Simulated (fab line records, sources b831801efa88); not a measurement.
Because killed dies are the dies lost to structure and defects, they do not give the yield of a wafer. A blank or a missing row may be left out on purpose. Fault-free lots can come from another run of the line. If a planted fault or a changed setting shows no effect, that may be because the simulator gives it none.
The tool behind it: which one? || flow gf180mcu || 13 lots, 39 wafers sampled, at 5 steps of a route of 602

## WHAT THE GAUGES READ, wafer by wafer
GF_VT_IMPLANT_TW_MEAS_10.
{"lot": "L190", "measured": "day 6 03:16", "on": "film-metro-02", "VT_IMPLANT_TW": "560 566 566"}
{"lot": "L191", "measured": "day 6 10:38", "on": "film-metro-01", "VT_IMPLANT_TW": "550 551 551"}
{"lot": "L192", "measured": "day 6 14:41", "on": "film-metro-02", "VT_IMPLANT_TW": "564 565 563"}
{"lot": "L193", "measured": "day 6 19:35", "on": "film-metro-01", "VT_IMPLANT_TW": "546 553 551"}
{"lot": "L194", "measured": "day 7 03:44", "on": "film-metro-03", "VT_IMPLANT_TW": "572 567 568"}
{"lot": "L197", "measured": "day 7 21:23", "on": "film-metro-03", "VT_IMPLANT_TW": "511 509 510"}
{"lot": "L198", "measured": "day 8 05:59", "on": "film-metro-02", "VT_IMPLANT_TW": "508 506 506"}
{"lot": "L199", "measured": "day 8 11:02", "on": "film-metro-03", "VT_IMPLANT_TW": "570 571 571"}
{"lot": "L206", "measured": "day 10 03:46", "on": "film-metro-03", "VT_IMPLANT_TW": "562 564 564"}
{"lot": "L207", "measured": "day 10 14:38", "on": "film-metro-03", "VT_IMPLANT_TW": "564 565 565"}
{"lot": "L208", "measured": "day 10 19:38", "on": "film-metro-03", "VT_IMPLANT_TW": "564 563 561"}
{"lot": "L209", "measured": "day 11 00:59", "on": "film-metro-01", "VT_IMPLANT_TW": "552 556 548"}
{"lot": "L211", "measured": "day 11 13:16", "on": "film-metro-03", "VT_IMPLANT_TW": "571 570 570"}

GF_HV_LDD_OVL_MEAS_08.
{"lot": "L190", "measured": "day 10 16:39", "on": "overlay-02", "HV_LDD_OVL (nm)": "0.9 1.2 -0.2"}
{"lot": "L191", "measured": "day 11 06:07", "on": "overlay-02", "HV_LDD_OVL (nm)": "1.7 1.2 2.5"}
{"lot": "L192", "measured": "day 11 09:22", "on": "overlay-02", "HV_LDD_OVL (nm)": "-0.5 0.2 0.3"}
{"lot": "L193", "measured": "day 11 15:31", "on": "overlay-02", "HV_LDD_OVL (nm)": "1.2 1.2 -0.2"}
{"lot": "L194", "measured": "day 11 23:01", "on": "overlay-02", "HV_LDD_OVL (nm)": "-0.1 2.3 1.1"}
{"lot": "L197", "measured": "day 12 18:40", "on": "overlay-02", "HV_LDD_OVL (nm)": "0.0 0.0 -2.5"}
{"lot": "L198", "measured": "day 13 06:13", "on": "overlay-01", "HV_LDD_OVL (nm)": "0.4 -0.6 1.3"}
{"lot": "L199", "measured": "day 13 10:28", "on": "overlay-02", "HV_LDD_OVL (nm)": "-0.6 0.9 1.0"}
{"lot": "L206", "measured": "day 15 11:32", "on": "overlay-02", "HV_LDD_OVL (nm)": "0.7 -0.3 0.6"}
{"lot": "L207", "measured": "day 16 00:53", "on": "overlay-02", "HV_LDD_OVL (nm)": "1.9 2.3 4.9"}
{"lot": "L208", "measured": "day 16 04:22", "on": "overlay-02", "HV_LDD_OVL (nm)": "-2.4 0.0 -0.3"}
{"lot": "L209", "measured": "day 16 14:34", "on": "overlay-02", "HV_LDD_OVL (nm)": "0.6 -0.7 0.4"}
{"lot": "L211", "measured": "day 17 01:17", "on": "overlay-02", "HV_LDD_OVL (nm)": "0.9 -0.4 -0.3"}

GF_PSD_CD_MEAS_07: target cd 400 nm.
{"lot": "L190", "measured": "day 14 22:38", "on": "cd-sem-01", "cd-nm (nm)": "395.9 396.4 396.9"}
{"lot": "L191", "measured": "day 15 14:23", "on": "cd-sem-02", "cd-nm (nm)": "401.9 402.8 400.5"}
{"lot": "L192", "measured": "day 15 19:36", "on": "cd-sem-01", "cd-nm (nm)": "399.6 402.4 401.2"}
{"lot": "L193", "measured": "day 16 04:46", "on": "cd-sem-01", "cd-nm (nm)": "402.5 401.8 403.4"}
{"lot": "L194", "measured": "day 16 11:31", "on": "cd-sem-02", "cd-nm (nm)": "400.7 401.9 401.5"}
{"lot": "L197", "measured": "day 17 10:02", "on": "cd-sem-01", "cd-nm (nm)": "403.3 399.9 400.6"}
{"lot": "L198", "measured": "day 18 01:34", "on": "cd-sem-01", "cd-nm (nm)": "402.2 401.0 398.9"}
{"lot": "L199", "measured": "day 18 05:47", "on": "cd-sem-01", "cd-nm (nm)": "401.4 399.3 398.6"}
{"lot": "L206", "measured": "day 20 11:50", "on": "cd-sem-02", "cd-nm (nm)": "400.1 399.4 396.4"}
{"lot": "L207", "measured": "day 21 03:59", "on": "cd-sem-01", "cd-nm (nm)": "400.6 401.6 402.3"}
{"lot": "L208", "measured": "day 21 06:46", "on": "cd-sem-02", "cd-nm (nm)": "402.9 401.6 402.4"}
{"lot": "L209", "measured": "day 21 16:50", "on": "cd-sem-02", "cd-nm (nm)": "400.4 398.8 397.8"}
{"lot": "L211", "measured": "day 22 03:33", "on": "cd-sem-02", "cd-nm (nm)": "399.8 396.3 399.6"}

## EACH LOT AND THE TOOL THAT RAN IT (in order: tool; ch and the chambers of the sampled wafers; start)
{"lot": "L190", "GF_VT_IMPLANT_IMPLANT_08": "implanter-01 ch 0, day 6 03:01", "GF_VT_IMPLANT_STRIP_31": "plasma-asher-01 ch 0,1, day 7 10:23"}
{"lot": "L191", "GF_VT_IMPLANT_IMPLANT_08": "implanter-04 ch 0, day 6 10:23", "GF_VT_IMPLANT_STRIP_31": "plasma-asher-02 ch 0,1, day 7 17:47"}
{"lot": "L192", "GF_VT_IMPLANT_IMPLANT_08": "implanter-04 ch 0, day 6 14:26", "GF_VT_IMPLANT_STRIP_31": "plasma-asher-01 ch 0,1, day 7 21:46"}
{"lot": "L193", "GF_VT_IMPLANT_IMPLANT_08": "implanter-01 ch 0, day 6 19:22", "GF_VT_IMPLANT_STRIP_31": "plasma-asher-02 ch 0, day 8 04:28"}
{"lot": "L194", "GF_VT_IMPLANT_IMPLANT_08": "implanter-02 ch 0, day 7 03:31", "GF_VT_IMPLANT_STRIP_31": "plasma-asher-01 ch 0,1, day 8 12:58"}
{"lot": "L197", "GF_VT_IMPLANT_IMPLANT_08": "implanter-01 ch 0, day 7 21:08", "GF_VT_IMPLANT_STRIP_31": "plasma-asher-02 ch 0,1, day 9 06:37"}
{"lot": "L198", "GF_VT_IMPLANT_IMPLANT_08": "implanter-01 ch 0, day 8 05:44", "GF_VT_IMPLANT_STRIP_31": "plasma-asher-02 ch 0,1, day 9 15:35"}
{"lot": "L199", "GF_VT_IMPLANT_IMPLANT_08": "implanter-02 ch 0, day 8 10:50", "GF_VT_IMPLANT_STRIP_31": "plasma-asher-04 ch 0,1, day 9 20:42"}
{"lot": "L206", "GF_VT_IMPLANT_IMPLANT_08": "implanter-04 ch 0, day 10 03:31", "GF_VT_IMPLANT_STRIP_31": "plasma-asher-02 ch 0, day 11 15:07"}
{"lot": "L207", "GF_VT_IMPLANT_IMPLANT_08": "implanter-04 ch 0, day 10 14:23", "GF_VT_IMPLANT_STRIP_31": "plasma-asher-04 ch 0,1, day 12 03:43"}
{"lot": "L208", "GF_VT_IMPLANT_IMPLANT_08": "implanter-01 ch 0, day 10 19:23", "GF_VT_IMPLANT_STRIP_31": "plasma-asher-04 ch 0,1, day 12 09:53"}
{"lot": "L209", "GF_VT_IMPLANT_IMPLANT_08": "implanter-04 ch 0, day 11 00:44", "GF_VT_IMPLANT_STRIP_31": "plasma-asher-04 ch 0,1, day 12 15:07"}
{"lot": "L211", "GF_VT_IMPLANT_IMPLANT_08": "implanter-02 ch 0, day 11 13:04", "GF_VT_IMPLANT_STRIP_31": "plasma-asher-02 ch 0,1, day 13 04:03"}
- GF_VT_IMPLANT_IMPLANT_08
- GF_VT_IMPLANT_STRIP_31: strips in O2/N2.

## AS READ BY THE TOOLS THEMSELVES (means over the sampled wafers that have a number; for cases with no such wafer, the mark the record gives instead)
GF_VT_IMPLANT_IMPLANT_08.
{"lot": "L190", "tool": "implanter-01", "dose-ions-cm2": 8.29e+12, "faraday-current-uA": 47.6}
{"lot": "L191", "tool": "implanter-04", "dose-ions-cm2": 8.29e+12, "faraday-current-uA": 46.9}
{"lot": "L192", "tool": "implanter-04", "dose-ions-cm2": 8.29e+12, "faraday-current-uA": 46.9}
{"lot": "L193", "tool": "implanter-01", "dose-ions-cm2": 8.30e+12, "faraday-current-uA": 47.3}
{"lot": "L194", "tool": "implanter-02", "dose-ions-cm2": 8.29e+12, "faraday-current-uA": 47.5}
{"lot": "L197", "tool": "implanter-01", "dose-ions-cm2": 5.90e+12, "faraday-current-uA": 33.6}
{"lot": "L198", "tool": "implanter-01", "dose-ions-cm2": 5.91e+12, "faraday-current-uA": 33.1}
{"lot": "L199", "tool": "implanter-02", "dose-ions-cm2": 8.28e+12, "faraday-current-uA": 47.5}
{"lot": "L206", "tool": "implanter-04", "dose-ions-cm2": 8.30e+12, "faraday-current-uA": 46.6}
{"lot": "L207", "tool": "implanter-04", "dose-ions-cm2": 8.29e+12, "faraday-current-uA": 46.9}
{"lot": "L208", "tool": "implanter-01", "dose-ions-cm2": 8.28e+12, "faraday-current-uA": 46.1}
{"lot": "L209", "tool": "implanter-04", "dose-ions-cm2": 8.30e+12, "faraday-current-uA": 47.5}
{"lot": "L211", "tool": "implanter-02", "dose-ions-cm2": 8.27e+12, "faraday-current-uA": 47.2}

GF_VT_IMPLANT_STRIP_31.
{"lot": "L190", "tool": "plasma-asher-01", "drypump-motor-current-A (A)": 6.1, "heater-power-w (W)": 317, "oes-product-au (a.u.)": 0.716, "strip-time-to-endpoint-s (s)": 12.60}
{"lot": "L191", "tool": "plasma-asher-02", "drypump-motor-current-A (A)": 6.2, "heater-power-w (W)": 376, "oes-product-au (a.u.)": 0.720, "strip-time-to-endpoint-s (s)": 12.62}
{"lot": "L192", "tool": "plasma-asher-01", "drypump-motor-current-A (A)": 6.4, "heater-power-w (W)": 321, "oes-product-au (a.u.)": 0.712, "strip-time-to-endpoint-s (s)": 12.62}
{"lot": "L193", "tool": "plasma-asher-02", "drypump-motor-current-A (A)": 5.9, "heater-power-w (W)": 418, "oes-product-au (a.u.)": 0.723, "strip-time-to-endpoint-s (s)": 12.56}
{"lot": "L194", "tool": "plasma-asher-01", "drypump-motor-current-A (A)": 6.2, "heater-power-w (W)": 314, "oes-product-au (a.u.)": 0.718, "strip-time-to-endpoint-s (s)": 12.58}
{"lot": "L197", "tool": "plasma-asher-02", "drypump-motor-current-A (A)": 6.2, "heater-power-w (W)": 372, "oes-product-au (a.u.)": 0.718, "strip-time-to-endpoint-s (s)": 12.66}
{"lot": "L198", "tool": "plasma-asher-02", "drypump-motor-current-A (A)": 6.4, "heater-power-w (W)": 342, "oes-product-au (a.u.)": 0.714, "strip-time-to-endpoint-s (s)": 12.57}
{"lot": "L199", "tool": "plasma-asher-04", "drypump-motor-current-A (A)": 5.6, "heater-power-w (W)": 380, "oes-product-au (a.u.)": 0.713, "strip-time-to-endpoint-s (s)": 12.63}
{"lot": "L206", "tool": "plasma-asher-02", "drypump-motor-current-A (A)": 5.9, "heater-power-w (W)": 413, "oes-product-au (a.u.)": 0.716, "strip-time-to-endpoint-s (s)": 12.61}
{"lot": "L207", "tool": "plasma-asher-04", "drypump-motor-current-A (A)": 5.6, "heater-power-w (W)": 392, "oes-product-au (a.u.)": 0.717, "strip-time-to-endpoint-s (s)": 12.58}
{"lot": "L208", "tool": "plasma-asher-04", "drypump-motor-current-A (A)": 5.6, "heater-power-w (W)": 393, "oes-product-au (a.u.)": 0.719, "strip-time-to-endpoint-s (s)": 12.63}
{"lot": "L209", "tool": "plasma-asher-04", "drypump-motor-current-A (A)": 5.4, "heater-power-w (W)": 377, "oes-product-au (a.u.)": 0.719, "strip-time-to-endpoint-s (s)": 12.64}
{"lot": "L211", "tool": "plasma-asher-02", "drypump-motor-current-A (A)": 6.4, "heater-power-w (W)": 343, "oes-product-au (a.u.)": 0.718, "strip-time-to-endpoint-s (s)": 12.64}

## THE ANSWER, worked out from the rows above alone
Rule: the usual values come from the lots themselves. The widest of any qualifying gaps counts: lots, ordered by their means at a reading, are off when they make up no more than a third of the lots, leave a main group of 4 or more, and stand apart from it by 3 or more times the standard deviation of that group's means. A main group is skipped when, at the precision printed for the reading in the tables above, its means are all equal. Also off: a lot with no number at a reading for which 4 or more lots have one. Any other lot the step has rows for is counted as sound. Order of review: gauges by route order, followed by the tools' own readings, for which a lot's mean as printed above is used. At the first step where some lot is off, the reading lying furthest off is the one used; lots without a number count as furthest.
Off: at GF_VT_IMPLANT_TW_MEAS_10 (VT_IMPLANT_TW), L197, L198. For the main group the mean is 562 and the standard deviation 7.3.
If a tool, at a process step before that reading, ran all the lots that are off and no sound lot after the first of them, it fits. Not tried: the gauges at GF_VT_IMPLANT_TW_MEAS_10; whatever is off there is also off at GF_VT_IMPLANT_IMPLANT_08, on other tools, and gauge error can't account for it. Not one of the candidates tried fits.

## WHAT THE SIMULATOR PUT IN
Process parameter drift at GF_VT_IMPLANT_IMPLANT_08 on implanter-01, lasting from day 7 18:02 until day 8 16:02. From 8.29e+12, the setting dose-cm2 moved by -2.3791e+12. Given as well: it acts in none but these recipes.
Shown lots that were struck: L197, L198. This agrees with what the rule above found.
